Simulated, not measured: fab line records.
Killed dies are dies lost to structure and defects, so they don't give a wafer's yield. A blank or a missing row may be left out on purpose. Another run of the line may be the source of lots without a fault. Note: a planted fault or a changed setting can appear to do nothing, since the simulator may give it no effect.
Split-lot study / flow sky130 / 23 wafers read across 5 lots, on a route 708 steps long

== THE SPLIT ==
At SKY_POLY_GATE_COAT_07 (resist thk 110 nm), the setting resist_thk_nm was moved away from the recipe's 110 nm on 8 of the 23 wafers read, by -5.3% to +4.7%. For the rest of the wafers, this setting stayed at what the recipe calls for.

The split's own step is where the reading is taken.

== THE READING ==
BARC_of_POLY_GATE_COAT_07.thk_nm (the simulator's own value, which no gauge read), in nm, at SKY_POLY_GATE_COAT_07 (resist thk 110 nm). The file gives no usual value for it. The 15 wafers here that ran the recipe average 110.2 nm, standard deviation 0.39 nm.

wafer=L075.1; tool, chamber at the split=litho_track-04, 0; resist_thk_nm as run, nm=110; against the recipe=recipe; BARC_of_POLY_GATE_COAT_07.thk_nm, nm=110.3; against lot-mates on the recipe=-
wafer=L075.2; tool, chamber at the split=litho_track-04, 0; resist_thk_nm as run, nm=110; against the recipe=recipe; BARC_of_POLY_GATE_COAT_07.thk_nm, nm=110.9; against lot-mates on the recipe=-
wafer=L075.3; tool, chamber at the split=litho_track-04, 0; resist_thk_nm as run, nm=110; against the recipe=recipe; BARC_of_POLY_GATE_COAT_07.thk_nm, nm=110.6; against lot-mates on the recipe=-
wafer=L075.4; tool, chamber at the split=litho_track-04, 0; resist_thk_nm as run, nm=110; against the recipe=recipe; BARC_of_POLY_GATE_COAT_07.thk_nm, nm=110.4; against lot-mates on the recipe=-
wafer=L075.6; tool, chamber at the split=litho_track-04, 0; resist_thk_nm as run, nm=110; against the recipe=recipe; BARC_of_POLY_GATE_COAT_07.thk_nm, nm=110.8; against lot-mates on the recipe=-
wafer=L078.1; tool, chamber at the split=litho_track-04, 0; resist_thk_nm as run, nm=110; against the recipe=recipe; BARC_of_POLY_GATE_COAT_07.thk_nm, nm=110; against lot-mates on the recipe=-
wafer=L078.2; tool, chamber at the split=litho_track-04, 0; resist_thk_nm as run, nm=110; against the recipe=recipe; BARC_of_POLY_GATE_COAT_07.thk_nm, nm=109.8; against lot-mates on the recipe=-
wafer=L078.3; tool, chamber at the split=litho_track-04, 0; resist_thk_nm as run, nm=113.4; against the recipe=+3.1%; BARC_of_POLY_GATE_COAT_07.thk_nm, nm=113.7; against lot-mates on the recipe=+3.8
wafer=L078.4; tool, chamber at the split=litho_track-04, 0; resist_thk_nm as run, nm=113.4; against the recipe=+3.1%; BARC_of_POLY_GATE_COAT_07.thk_nm, nm=113.3; against lot-mates on the recipe=+3.4
wafer=L078.6; tool, chamber at the split=litho_track-04, 0; resist_thk_nm as run, nm=113.4; against the recipe=+3.1%; BARC_of_POLY_GATE_COAT_07.thk_nm, nm=113.2; against lot-mates on the recipe=+3.3
wafer=L079.2; tool, chamber at the split=litho_track-02, 0; resist_thk_nm as run, nm=115.2; against the recipe=+4.7%; BARC_of_POLY_GATE_COAT_07.thk_nm, nm=115.3; against lot-mates on the recipe=+4.9
wafer=L079.3; tool, chamber at the split=litho_track-02, 0; resist_thk_nm as run, nm=115.2; against the recipe=+4.7%; BARC_of_POLY_GATE_COAT_07.thk_nm, nm=115.6; against lot-mates on the recipe=+5.2
wafer=L079.4; tool, chamber at the split=litho_track-02, 0; resist_thk_nm as run, nm=110; against the recipe=recipe; BARC_of_POLY_GATE_COAT_07.thk_nm, nm=110.3; against lot-mates on the recipe=-
wafer=L079.5; tool, chamber at the split=litho_track-02, 0; resist_thk_nm as run, nm=115.2; against the recipe=+4.7%; BARC_of_POLY_GATE_COAT_07.thk_nm, nm=115.7; against lot-mates on the recipe=+5.3
wafer=L079.6; tool, chamber at the split=litho_track-02, 0; resist_thk_nm as run, nm=110; against the recipe=recipe; BARC_of_POLY_GATE_COAT_07.thk_nm, nm=110.5; against lot-mates on the recipe=-
wafer=L080.1; tool, chamber at the split=litho_track-02, 0; resist_thk_nm as run, nm=110; against the recipe=recipe; BARC_of_POLY_GATE_COAT_07.thk_nm, nm=109.4; against lot-mates on the recipe=-
wafer=L080.5; tool, chamber at the split=litho_track-02, 0; resist_thk_nm as run, nm=110; against the recipe=recipe; BARC_of_POLY_GATE_COAT_07.thk_nm, nm=109.9; against lot-mates on the recipe=-
wafer=L080.6; tool, chamber at the split=litho_track-02, 0; resist_thk_nm as run, nm=110; against the recipe=recipe; BARC_of_POLY_GATE_COAT_07.thk_nm, nm=110.2; against lot-mates on the recipe=-
wafer=L081.1; tool, chamber at the split=litho_track-01, 0; resist_thk_nm as run, nm=104.2; against the recipe=-5.3%; BARC_of_POLY_GATE_COAT_07.thk_nm, nm=103.9; against lot-mates on the recipe=-6.1
wafer=L081.2; tool, chamber at the split=litho_track-01, 0; resist_thk_nm as run, nm=110; against the recipe=recipe; BARC_of_POLY_GATE_COAT_07.thk_nm, nm=109.9; against lot-mates on the recipe=-
wafer=L081.4; tool, chamber at the split=litho_track-01, 0; resist_thk_nm as run, nm=110; against the recipe=recipe; BARC_of_POLY_GATE_COAT_07.thk_nm, nm=110; against lot-mates on the recipe=-
wafer=L081.5; tool, chamber at the split=litho_track-01, 0; resist_thk_nm as run, nm=110; against the recipe=recipe; BARC_of_POLY_GATE_COAT_07.thk_nm, nm=110; against lot-mates on the recipe=-
wafer=L081.6; tool, chamber at the split=litho_track-01, 0; resist_thk_nm as run, nm=104.2; against the recipe=-5.3%; BARC_of_POLY_GATE_COAT_07.thk_nm, nm=104.1; against lot-mates on the recipe=-5.9

THE FIT
A straight line over all 23 wafers: BARC_of_POLY_GATE_COAT_07.thk_nm changes by +1.13 nm for each +1% of resist_thk_nm; r = +0.99; the points scatter about the line by 0.36 nm.
The same after taking each lot's own level away (the mean of its wafers on the recipe; 23 wafers): +1.11 nm for each +1%; r = +1.00; scatter 0.21 nm.
According to that fit, moving resist_thk_nm by its largest amount changes the reading by 5.9 nm.
Across the lots, their own levels run from 109.83 to 110.60 nm, a range of 2.0 times the standard deviation given above.
Hence the lot-to-lot level has little effect on the slope; both slopes agree.
Check: for one of the wafers moved furthest among these (-5.3%), held out of the fit, the line's prediction against its lot-mates is -5.82 nm. Against them it came out at -6.07 nm.

== FURTHER SPLITS ON THESE WAFERS ==
Before the reading, these wafers also passed through other splits. Each is held against what the fit with the lots' levels taken away leaves over:
other split on the same wafers=SKY_VT_ADJUST_PCH_IMPLANT_08 energy_kev; wafers away from the commonest value=4; r with BARC_of_POLY_GATE_COAT_07.thk_nm (lot level and that fit taken away)=-0.24
other split on the same wafers=SKY_SONOS_TUNNEL_IMPLANT_09 energy_kev; wafers away from the commonest value=5; r with BARC_of_POLY_GATE_COAT_07.thk_nm (lot level and that fit taken away)=-0.05
other split on the same wafers=SKY_SONOS_ONO_CVD_02 time_s; wafers away from the commonest value=15; r with BARC_of_POLY_GATE_COAT_07.thk_nm (lot level and that fit taken away)=-0.14
other split on the same wafers=SKY_SONOS_ONO_EXPOSE_10 dose_mj; wafers away from the commonest value=9; r with BARC_of_POLY_GATE_COAT_07.thk_nm (lot level and that fit taken away)=+0.08
other split on the same wafers=SKY_GATE_OXIDE_OXIDATION_16 ox_time_s; wafers away from the commonest value=15; r with BARC_of_POLY_GATE_COAT_07.thk_nm (lot level and that fit taken away)=+0.13

== FILE'S OWN FIT ==
BARC_of_POLY_GATE_COAT_07.thk_nm changes by +1.11 nm for each +1% of resist_thk_nm, r = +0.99.
